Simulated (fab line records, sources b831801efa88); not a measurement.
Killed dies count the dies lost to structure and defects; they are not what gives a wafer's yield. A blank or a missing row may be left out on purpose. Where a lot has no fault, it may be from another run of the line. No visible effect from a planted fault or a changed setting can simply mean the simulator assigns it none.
Which tool is to blame? ; flow gf180mcu ; Sampling: 13 lots, 39 wafers, 5 of 602 route steps

## WHAT THE GAUGES READ, wafer by wafer
The record holds no reading of a measuring or inspecting step that can be judged against a usual standard deviation.

## TOOL THAT RAN EACH LOT (tool first, then ch and the chambers of the sampled wafers, then the start)
lot;GF_MVPSD_COAT_02;GF_MVPSD_STRIP_10;GF_CONTACT_SPUTTER_23;GF_M1_STRIP_17;GF_M2_SPUTTER_03
L730;lithoTrack-01 ch 0, day 4 20:35;plasmaAsher-03 ch 0,1, day 5 04:08;pvdSputter-03, day 16 03:02;plasmaAsher-02 ch 0,1, day 17 02:53;pvdSputter-03, day 18 04:26
L732;lithoTrack-02 ch 0, day 5 13:57;plasmaAsher-04 ch 0,1, day 5 21:24;pvdSputter-04, day 17 07:23;plasmaAsher-04 ch 0,1, day 18 08:13;pvdSputter-03, day 19 11:06
L731;lithoTrack-03 ch 0, day 5 13:58;plasmaAsher-04 ch 0,1, day 5 21:41;pvdSputter-04, day 17 03:49;plasmaAsher-01 ch 0,1, day 18 04:08;pvdSputter-04, day 19 07:20
L735;lithoTrack-02 ch 0, day 6 05:03;plasmaAsher-02 ch 0,1, day 6 13:05;pvdSputter-04, day 18 03:12;plasmaAsher-02 ch 0,1, day 19 04:22;pvdSputter-01, day 20 07:34
L739;lithoTrack-02 ch 0, day 6 22:18;plasmaAsher-04 ch 0,1, day 7 06:12;pvdSputter-02, day 19 05:43;plasmaAsher-04 ch 0,1, day 20 06:59;pvdSputter-04, day 21 10:08
L740;lithoTrack-02 ch 0, day 7 00:59;plasmaAsher-04 ch 0,1, day 7 09:08;pvdSputter-02, day 19 11:38;plasmaAsher-04 ch 0,1, day 20 12:31;pvdSputter-03, day 21 15:26
L743;lithoTrack-01 ch 0, day 7 19:20;plasmaAsher-04 ch 1, day 8 03:14;pvdSputter-04, day 20 16:51;plasmaAsher-04 ch 0,1, day 21 17:44;pvdSputter-03, day 22 19:31
L745;lithoTrack-01 ch 0, day 8 09:01;plasmaAsher-04 ch 0,1, day 8 17:41;pvdSputter-02, day 21 09:58;plasmaAsher-02 ch 1, day 22 10:16;pvdSputter-04, day 23 12:26
L746;lithoTrack-03 ch 0, day 8 14:32;plasmaAsher-04 ch 0,1, day 8 23:13;pvdSputter-02, day 21 19:43;plasmaAsher-01 ch 0,1, day 22 19:16;pvdSputter-03, day 23 21:08
L748;lithoTrack-01 ch 0, day 9 02:52;plasmaAsher-03 ch 0,1, day 9 11:54;pvdSputter-02, day 22 16:28;plasmaAsher-01 ch 0,1, day 23 16:37;pvdSputter-01, day 24 16:59
L751;lithoTrack-03 ch 0, day 9 21:20;plasmaAsher-02 ch 0,1, day 10 06:03;pvdSputter-02, day 23 19:02;plasmaAsher-01 ch 0,1, day 24 17:49;pvdSputter-01, day 25 19:03
L752;lithoTrack-01 ch 0, day 10 01:38;plasmaAsher-03 ch 0,1, day 10 10:12;pvdSputter-03, day 23 19:49;plasmaAsher-02 ch 0,1, day 24 18:54;pvdSputter-03, day 25 19:21
L753;lithoTrack-03 ch 0, day 10 06:46;plasmaAsher-02 ch 0,1, day 10 16:37;pvdSputter-03, day 24 02:44;plasmaAsher-04 ch 0,1, day 25 02:52;pvdSputter-04, day 26 02:22
- GF_MVPSD_COAT_02: resist thk 3000 nm.
- GF_MVPSD_STRIP_10: strips in O2/N2.
- GF_CONTACT_SPUTTER_23: material TiN, target thk 10 nm, time 40 s.
- GF_M1_STRIP_17: strips in O2/N2.
- GF_M2_SPUTTER_03: material Ti, target thk 10 nm, time 6.7 s.

## WHAT THE TOOLS THEMSELVES READ (means of the sampled wafers that have a number; where no wafer has one, the mark that the record gives instead)
GF_MVPSD_STRIP_10.
lot;tool;drypumpMotorCurrentA (A);heaterPowerW (W);oesProductAu (a.u.);stripTimeToEndpointS (s)
L730;plasmaAsher-03;5.6;348;0.722;36.98
L732;plasmaAsher-04;5.6;345;0.720;36.80
L731;plasmaAsher-04;5.6;358;0.722;37.02
L735;plasmaAsher-02;5.4;333;0.719;37.05
L739;plasmaAsher-04;5.7;362;0.718;37.37
L740;plasmaAsher-04;5.7;359;0.723;37.53
L743;plasmaAsher-04;5.8;374;0.723;37.17
L745;plasmaAsher-04;5.7;359;0.730;36.98
L746;plasmaAsher-04;5.7;358;0.726;36.90
L748;plasmaAsher-03;6.0;347;0.725;37.10
L751;plasmaAsher-02;5.4;330;0.722;36.98
L752;plasmaAsher-03;6.0;346;0.728;37.00
L753;plasmaAsher-02;5.4;309;0.723;37.09

GF_CONTACT_SPUTTER_23.
lot;tool;throttleValvePct (%)
L730;pvdSputter-03;30.1
L732;pvdSputter-04;30.5
L731;pvdSputter-04;30.9
L735;pvdSputter-04;30.7
L739;pvdSputter-02;28.5
L740;pvdSputter-02;28.6
L743;pvdSputter-04;30.5
L745;pvdSputter-02;29.6
L746;pvdSputter-02;28.5
L748;pvdSputter-02;29.5
L751;pvdSputter-02;28.5
L752;pvdSputter-03;30.1
L753;pvdSputter-03;30.3

GF_M1_STRIP_17.
lot;tool;drypumpMotorCurrentA (A);heaterPowerW (W);oesProductAu (a.u.);stripTimeToEndpointS (s)
L730;plasmaAsher-02;5.43;332;0.532;7.42
L732;plasmaAsher-04;5.59;342;0.536;7.40
L731;plasmaAsher-01;5.52;352;0.544;7.50
L735;plasmaAsher-02;5.42;315;0.542;7.37
L739;plasmaAsher-04;5.67;352;0.535;7.33
L740;plasmaAsher-04;5.67;353;0.536;7.34
L743;plasmaAsher-04;5.68;364;0.539;7.38
L745;plasmaAsher-02;5.39;284;0.540;7.38
L746;plasmaAsher-01;5.30;338;0.542;7.36
L748;plasmaAsher-01;5.31;340;0.535;7.34
L751;plasmaAsher-01;5.51;353;0.542;7.41
L752;plasmaAsher-02;5.41;329;0.545;7.43
L753;plasmaAsher-04;5.66;360;0.534;7.37

GF_M2_SPUTTER_03.
lot;tool;throttleValvePct (%)
L730;pvdSputter-03;28.9
L732;pvdSputter-03;29.8
L731;pvdSputter-04;31.0
L735;pvdSputter-01;29.8
L739;pvdSputter-04;30.7
L740;pvdSputter-03;28.9
L743;pvdSputter-03;30.9
L745;pvdSputter-04;30.9
L746;pvdSputter-03;29.8
L748;pvdSputter-01;28.9
L751;pvdSputter-01;29.1
L752;pvdSputter-03;29.2
L753;pvdSputter-04;30.3

## THE ANSWER, worked out from the rows above alone
Rule: the usual values come from the lots themselves. The widest of any qualifying gaps counts: lots, ordered by their means at a reading, are off when they make up no more than a third of the lots, leave a main group of 4 or more, and stand apart from it by 3 or more times the standard deviation of that group's means. A main group whose means are all the same, to the digits that the tables above print for the reading, isn't used. Also off: a lot with no number at a reading for which 4 or more lots have one. Where the step has rows for the other lots, those lots are counted as sound. Order of review: gauges by route order, followed by the tools' own readings, for which a lot's mean as printed above is used. The first step at which some lot is off is used, and at that step the reading that is off furthest; a lot without a number counts as furthest.
No lot is off on any of the readings shown, so nothing can be concluded from this.

## WHAT WAS PUT IN BY THE SIMULATOR
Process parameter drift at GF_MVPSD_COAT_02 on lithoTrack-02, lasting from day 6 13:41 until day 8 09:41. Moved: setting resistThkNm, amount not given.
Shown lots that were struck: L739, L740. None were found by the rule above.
